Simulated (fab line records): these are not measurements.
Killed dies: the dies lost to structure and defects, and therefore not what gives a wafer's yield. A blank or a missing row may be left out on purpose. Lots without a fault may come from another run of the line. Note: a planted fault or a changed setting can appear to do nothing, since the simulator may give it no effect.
Struck lot and sound lot, side by side / flow sky130 / 43 out of 708 route steps
Sound: the wafers L149.1, L149.4, L149.5. Struck: wafers L157.3, L157.5, L157.6. The cause is named last.
Each step with rows lists, per side, the tool, then ch with its chambers, then its first start. Under that, the readings that differ: sound wafers / struck wafers / difference of the means / sigmas: that difference in standard deviations of wafers without a fault.
alike: same words and numbers on both sides, and readings whose means sit less than 2 such deviations apart. not compared: any withheld reading, any reading some wafer has no value for, any bound like >300 that may hide the same value, and any number with overlapping values for which the record gives no deviation.
A row with sigmas, a row that says differs or no value, or rows on one side alone: a step with any of these is where the two part. Numbers that have no deviation but don't overlap get no sigmas and don't part them. A reading that every wafer of one side lacks parts them only if that side has two wafers or more.

SKY_LDD_HVP_TW_MEAS_10:
  struck on film_metro-04, day 26 17:46; sound on film_metro-04, day 24 01:27
  alike: LDD_HVP_TW
then, 7 steps without rows for these wafers: SKY_LDD_LDN_DEHYDRATE_00 (time 60 s); SKY_LDD_LDN_HMDS_01 (prime time 60 s); SKY_LDD_LDN_COAT_02 (resist thk 1140 nm); SKY_LDD_LDN_SOFTBAKE_03 (time 60 s); SKY_LDD_LDN_EXPOSE_04 (exposes mask LDNTM, target cd 700 nm); SKY_LDD_LDN_PEB_05; SKY_LDD_LDN_DEVELOP_06 (develop time 60 s).
SKY_LDD_LDN_OVL_MEAS_07:
  struck on overlay-01, day 27 22:07; sound on overlay-01, day 25 06:13
reading=LDD_LDN_OVL (nm); sound=1.5 0.6 3.4; struck=-0.8 -2.0 -2.5; difference=-3.6; sigmas=-2
then, 3 steps without rows for these wafers: SKY_LDD_LDN_IMPLANT_08; SKY_LDD_LDN_IMPLANT_09; SKY_LDD_LDN_IMPLANT_10.
SKY_LDD_LDN_IMPLANT_11:
  sound on implanter-01 ch 0, day 25 06:42; struck on implanter-01 ch 0, day 27 22:38
  alike: dose_ions_cm2, rotation_deg
SKY_LDD_LDN_STRIP_12: strips in O2/N2.
  sound on plasma_asher-03 ch 0,1, day 25 06:51; struck on plasma_asher-04 ch 0,1, day 27 22:46
  alike: drypump_motor_current_A, oes_product_au, strip_time_to_endpoint_s
  not compared: rf_hours_counter_h
SKY_LDD_LDN_TW_MEAS_13:
  struck on film_metro-01, day 27 22:52; sound on film_metro-04, day 25 06:57
  alike: LDD_LDN_TW
then, 2 steps without rows for these wafers: SKY_LDD_LDN_CLEAN_14 (cleans in SC1/SC2, time 150 s); SKY_SPACER_CVD_00 (deposits Si3N4 from DCS/NH3, target thk 43.1 nm, time 740 s).
SKY_SPACER_THK_MEAS_01:
  struck on film_metro-04, day 28 01:50; sound on film_metro-04, day 25 08:16
reading=SPACER_CVD_00_THK (nm); sound=43.7 43.7 44.1; struck=43.0 43.0 43.1; difference=-0.8; sigmas=-2
SKY_SPACER_ETCHBACK_02: etches Si3N4 in CH3F/O2, stops on SiO2, time 46.7 s, target depth 45 nm.
  sound on rie_diel-03 ch 0,1,2, day 25 08:20; struck on rie_diel-03 ch 2,3, day 28 01:53
  alike: drypump_motor_current_A, oes_product_au, throttle_valve_pct
  not compared: rf_hours_counter_h
then, 8 steps without rows for these wafers: SKY_POLY_CUT_DEHYDRATE_00 (time 60 s); SKY_POLY_CUT_HMDS_01 (prime time 60 s); SKY_POLY_CUT_COAT_02 (resist thk 60 nm); SKY_POLY_CUT_COAT_03 (resist thk 450 nm); SKY_POLY_CUT_SOFTBAKE_04 (time 90 s); SKY_POLY_CUT_EXPOSE_05 (exposes mask NPCM, target cd 270 nm); SKY_POLY_CUT_PEB_06; SKY_POLY_CUT_DEVELOP_07 (develop time 60 s).
SKY_POLY_CUT_CD_MEAS_08 targets a cd of 270 nm.
  struck on cd_sem-02, day 29 06:31; sound on cd_sem-01, day 26 12:55
  alike: cd_nm
SKY_POLY_CUT_OVL_MEAS_09:
  struck on overlay-01, day 29 06:36; sound on overlay-02, day 26 13:02
reading=POLY_CUT_OVL (nm); sound=-12 -3 -7; struck=9 8 5; difference=+15; sigmas=+3
SKY_POLY_CUT_ETCH_10: etches BARC in N2/H2, stops on SiO2, time 45.9 s, target depth 60 nm.
  sound on rie_diel-01 ch 0,2, day 26 13:04; struck on rie_diel-03 ch 0,1,3, day 29 06:37
  alike: drypump_motor_current_A, oes_product_au, throttle_valve_pct
  not compared: rf_hours_counter_h
SKY_POLY_CUT_ETCH_11: etches Si3N4 in CF4/CH2F2/Ar, stops on poly-Si, time 42.5 s, target depth 60 nm.
  sound on rie_diel-01 ch 0,2, day 26 13:07; struck on rie_diel-03 ch 0,1,3, day 29 06:40
  alike: drypump_motor_current_A, mfc_ar_sccm, oes_product_au, throttle_valve_pct
  not compared: rf_hours_counter_h
SKY_POLY_CUT_STRIP_12: strips in O2/N2.
  sound on plasma_asher-04 ch 0, day 26 13:09; struck on plasma_asher-02 ch 0,1, day 29 06:44
  alike: drypump_motor_current_A, oes_product_au, strip_time_to_endpoint_s
  not compared: rf_hours_counter_h
then, 7 steps without rows for these wafers: SKY_SD_P_DEHYDRATE_00 (time 60 s); SKY_SD_P_HMDS_01 (prime time 60 s); SKY_SD_P_COAT_02 (resist thk 1140 nm); SKY_SD_P_SOFTBAKE_03 (time 60 s); SKY_SD_P_EXPOSE_04 (exposes mask PSDM, target cd 380 nm); SKY_SD_P_PEB_05; SKY_SD_P_DEVELOP_06 (develop time 60 s).
SKY_SD_P_CD_MEAS_07 targets a cd of 380 nm.
  struck on cd_sem-02, day 30 10:21; sound on cd_sem-02, day 27 16:42
  alike: cd_nm
SKY_SD_P_OVL_MEAS_08:
  struck on overlay-01, day 30 10:27; sound on overlay-01, day 27 16:49
  alike: SD_P_OVL
then, 1 step without rows for these wafers: SKY_SD_P_IMPLANT_09.
-- a jump in the record: the struck wafers' starts before and after are 19 days apart (it breaks off in module SD_P and resumes in module PAD_OPEN, where the first step shown is number 708 of the route) --
SKY_PAD_OPEN_PROBE_99:
  struck on prober-02, day 49 05:59; sound on prober-02, day 47 07:25
reading=model.etest.tip_sonos.rs_ohm_sq; sound=2541 2521 2546; struck=2754 2733 2762; difference=+214; sigmas=
reading=model.etest.tip_sonos.rs_ohm_sq_range; sound=38.16 27.55 40.13; struck=138.3 104.3 124.3; difference=+87.0; sigmas=
reading=model.etest.tip_sonos.rs_ohm_sq_rim_less_centre; sound=-10.43 4.292 5.104; struck=-50.74 -34.92 -43.28; difference=-42.64; sigmas=
  alike: killed_at_M0_to_M3, killed_at_M4_up, killed_at_contacts, killed_at_front_end, killed_at_other, killed_dies, killed_open, killed_short

== WHERE THEY PART ==
Earliest at SKY_LDD_LDN_OVL_MEAS_07; latest, in this record, at SKY_POLY_CUT_OVL_MEAS_09. Later steps at which nothing parts them and some readings are alike: SKY_POLY_CUT_ETCH_10, SKY_POLY_CUT_ETCH_11, SKY_POLY_CUT_STRIP_12, SKY_SD_P_CD_MEAS_07, SKY_SD_P_OVL_MEAS_08, SKY_PAD_OPEN_PROBE_99.

WHY: the cause the simulator had injected
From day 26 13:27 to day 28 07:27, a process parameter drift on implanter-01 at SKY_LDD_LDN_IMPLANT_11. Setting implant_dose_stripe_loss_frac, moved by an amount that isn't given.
